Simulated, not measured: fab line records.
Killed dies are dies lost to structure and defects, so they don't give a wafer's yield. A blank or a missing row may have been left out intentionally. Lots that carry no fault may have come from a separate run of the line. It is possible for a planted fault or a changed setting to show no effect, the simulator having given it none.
Which tool is to blame? / flow gf180mcu / Sampling: 6 lots, 18 wafers, 3 of 602 route steps

## WHAT THE GAUGES SHOWED, per wafer
GF_V3_THK_MEAS_01.
lot=L504; measured=day 21 17:13; on=film_metro-01; V3_CVD_00_THK (nm)=602 606 598
lot=L507; measured=day 23 02:43; on=film_metro-02; V3_CVD_00_THK (nm)=585 581 587
lot=L509; measured=day 23 13:10; on=film_metro-02; V3_CVD_00_THK (nm)=600 594 602
lot=L517; measured=day 26 05:55; on=film_metro-02; V3_CVD_00_THK (nm)=594 908 599 595 909 599
lot=L520; measured=day 27 17:58; on=film_metro-03; V3_CVD_00_THK (nm)=601 595 601
lot=L526; measured=day 29 04:44; on=film_metro-02; V3_CVD_00_THK (nm)=588 593 601

## WHAT TOOL EACH LOT RAN ON (gives the tool, then ch and the chambers of the sampled wafers, and finally the start)
lot=L504; GF_V2_ETCH_17=rie_diel-01 ch 0,1,3, day 21 17:08 or earlier; GF_V3_CVD_00=hdpcvd-02 ch 1,2, day 21 17:08
lot=L507; GF_V2_ETCH_17=rie_diel-01 ch 0,1,3, day 23 02:38 or earlier; GF_V3_CVD_00=hdpcvd-02 ch 0,1, day 23 02:38
lot=L509; GF_V2_ETCH_17=rie_diel-03 ch 0,1,2, day 23 13:05 or earlier; GF_V3_CVD_00=hdpcvd-01 ch 0,1,2, day 23 13:05
lot=L517; GF_V2_ETCH_17=rie_diel-01 ch 2,3, day 26 05:51 or earlier; GF_V3_CVD_00=hdpcvd-01 ch 0,1, day 26 05:51
lot=L520; GF_V2_ETCH_17=rie_diel-01 ch 2,3, day 27 17:51 or earlier; GF_V3_CVD_00=hdpcvd-02 ch 0, day 27 17:51
lot=L526; GF_V2_ETCH_17=rie_diel-01 ch 1,2,3, day 29 04:40 or earlier; GF_V3_CVD_00=hdpcvd-02 ch 0,1,2, day 29 04:40
- GF_V2_ETCH_17: etches SiO2 in C4F8/O2/Ar, stops on TiN, target depth 630 nm.
- GF_V3_CVD_00: deposits SiO2, target thk 600 nm, time 100 s.

## THE ANSWER, worked out from the rows above alone
Rule: what is usual is taken from the lots themselves. The widest of any qualifying gaps counts: lots, ordered by their means at a reading, are off when they make up no more than a third of the lots, leave a main group of 4 or more, and stand apart from it by 3 or more times the standard deviation of that group's means. A main group whose means are all the same, to the digits that the tables above print for the reading, isn't used. Also off: a lot with no number at a reading for which 4 or more lots have one. Any other lot the step has rows for is counted as sound.
Off: at GF_V3_THK_MEAS_01 (V3_CVD_00_THK), L517. The main group: mean 596 nm, standard deviation 6.2.
If a tool, at a process step before that reading, ran all the lots that are off and no sound lot after the first of them, it fits. The gauges at GF_V3_THK_MEAS_01 are tried like those tools. With no start given for some of its lots, GF_V2_ETCH_17 uses the hours and lot order of GF_V3_CVD_00. One fits: hdpcvd-01 at GF_V3_CVD_00. A fault onset in the window from L509 (day 23 13:05, its last sound lot) to L517 (day 26 05:51, its first lot off) fits.

## WHAT THE SIMULATOR HAD PUT IN
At GF_V3_CVD_00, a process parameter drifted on hdpcvd-01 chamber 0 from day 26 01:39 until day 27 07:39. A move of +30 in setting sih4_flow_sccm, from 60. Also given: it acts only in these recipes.
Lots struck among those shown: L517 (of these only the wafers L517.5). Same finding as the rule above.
